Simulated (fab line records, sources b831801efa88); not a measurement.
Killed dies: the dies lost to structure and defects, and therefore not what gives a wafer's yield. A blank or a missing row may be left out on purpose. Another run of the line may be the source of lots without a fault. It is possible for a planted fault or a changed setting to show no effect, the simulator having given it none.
Chamber matching    flow sky130    cmp-02 running SKY_FIELD_ISO_CMP_27: 4 sister chambers
The step polishes, stops on Si3N4, t overpolish 16 s, target thk 457.8 nm. 4 wafers are shown with their chamber, then 10 later ones without.

WAFERS PAIRED WITH THEIR CHAMBERS
wafer   chamber  motor-current-A (A)
L083.1  3        11.2
L088.2  0        15.4
L089.1  2        11.1
L089.3  1        11.9

WAFERS WITHOUT THEIR CHAMBER
wafer   motor-current-A (A)
L089.5  10.4
L091.3  10.8
L091.4  11.7
L091.6  11.3
L092.1  12.2
L092.2  11.1
L092.4  16.0
L095.1  16.5
L095.2  11.0
L095.6  11.9

EACH ONE'S CHAMBER
wafer   from the rows above           in truth
L089.5  can't be placed: 2 or 3 or 1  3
L091.3  can't be placed: 2 or 3 or 1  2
L091.4  can't be placed: 1 or 3 or 2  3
L091.6  can't be placed: 3 or 2 or 1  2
L092.1  can't be placed: 1 or 3 or 2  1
L092.2  can't be placed: 2 or 3 or 1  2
L092.4  0                             0
L095.1  0                             0
L095.2  can't be placed: 2 or 3 or 1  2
L095.6  can't be placed: 1 or 3 or 2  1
Placed correctly: 2 of 10. These rows do not allow placing 8 (true chamber among the candidates in 8). 0 placed wrongly.
How it was worked out, from the rows above alone: a wafer's distance from a chamber is the root of the sum, over the readings, of the square of ((its reading less the chamber's mean) divided by the reading's scatter). The wafer belongs to the nearest chamber; if the next one is less than 2 further off, it can't be placed. The mean given for a chamber averages the wafers shown for that chamber. The scatter: root of mean squared gap, hidden wafer to nearest shown wafer, with one shown wafer a chamber.
